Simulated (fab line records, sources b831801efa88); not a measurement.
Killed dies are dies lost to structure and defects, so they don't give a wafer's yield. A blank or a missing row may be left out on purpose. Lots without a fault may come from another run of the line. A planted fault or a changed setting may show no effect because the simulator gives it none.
Which tool did it? | flow sky130 | 6 lots, 18 wafers sampled, at 3 steps of a route of 708

WHAT THE GAUGES READ, wafer by wafer
SKY_VT_ADJUST_LVTN_OVL_MEAS_18.
lot  | measured     | on         | VT_ADJUST_LVTN_01_OVL (nm)
L632 | day 7 19:00  | overlay-01 | 0.8 2.2 0.6
L634 | day 8 14:10  | overlay-01 | 2.7 2.8 1.3
L636 | day 9 02:07  | overlay-02 | -0.6 0.9 1.3
L639 | day 10 00:49 | overlay-01 | 0.7 1.6 -0.5
L650 | day 13 00:15 | overlay-02 | 2.3 1.4 0.4
L654 | day 14 07:21 | overlay-02 | 3.3 3.2 2.7

WHICH TOOL RAN EACH LOT (tool, then ch and the chambers of the sampled wafers, then the start)
lot  | SKY_PWDE_STRIP_09                   | SKY_VT_ADJUST_HVTP_STRIP_10
L632 | plasma_asher-01 ch 0, day 3 23:18   | plasma_asher-02 ch 1, day 6 04:19
L634 | plasma_asher-01 ch 0,1, day 4 14:42 | plasma_asher-03 ch 0,1, day 6 21:43
L636 | plasma_asher-01 ch 0,1, day 4 23:30 | plasma_asher-02 ch 0, day 7 08:33
L639 | plasma_asher-04 ch 0,1, day 5 18:35 | plasma_asher-04 ch 0,1, day 8 05:48
L650 | plasma_asher-03 ch 0,1, day 8 04:54 | plasma_asher-03 ch 0,1, day 11 00:43
L654 | plasma_asher-03 ch 0,1, day 9 06:15 | plasma_asher-04 ch 0,1, day 12 05:13
- SKY_PWDE_STRIP_09: strips in O2/N2.
- SKY_VT_ADJUST_HVTP_STRIP_10: strips in O2/N2.

THE ANSWER, worked out from the rows above alone
Rule: what is usual is taken from the lots themselves. Put in order of their means at a reading, lots are off if they are a third of the lots or fewer, leave a main group of 4 or more, and stand apart from it by a gap of 3 or more times the standard deviation of the main group's means; of several such gaps the widest counts. A main group whose means are all the same, to the digits that the tables above print for the reading, isn't used. A lot without any number at a reading at which 4 lots or more have one is off too. The other lots that the step has rows for count as sound.
No lot is off at any reading shown: from this, nothing can be told.

WHAT THE SIMULATOR HAD PUT IN
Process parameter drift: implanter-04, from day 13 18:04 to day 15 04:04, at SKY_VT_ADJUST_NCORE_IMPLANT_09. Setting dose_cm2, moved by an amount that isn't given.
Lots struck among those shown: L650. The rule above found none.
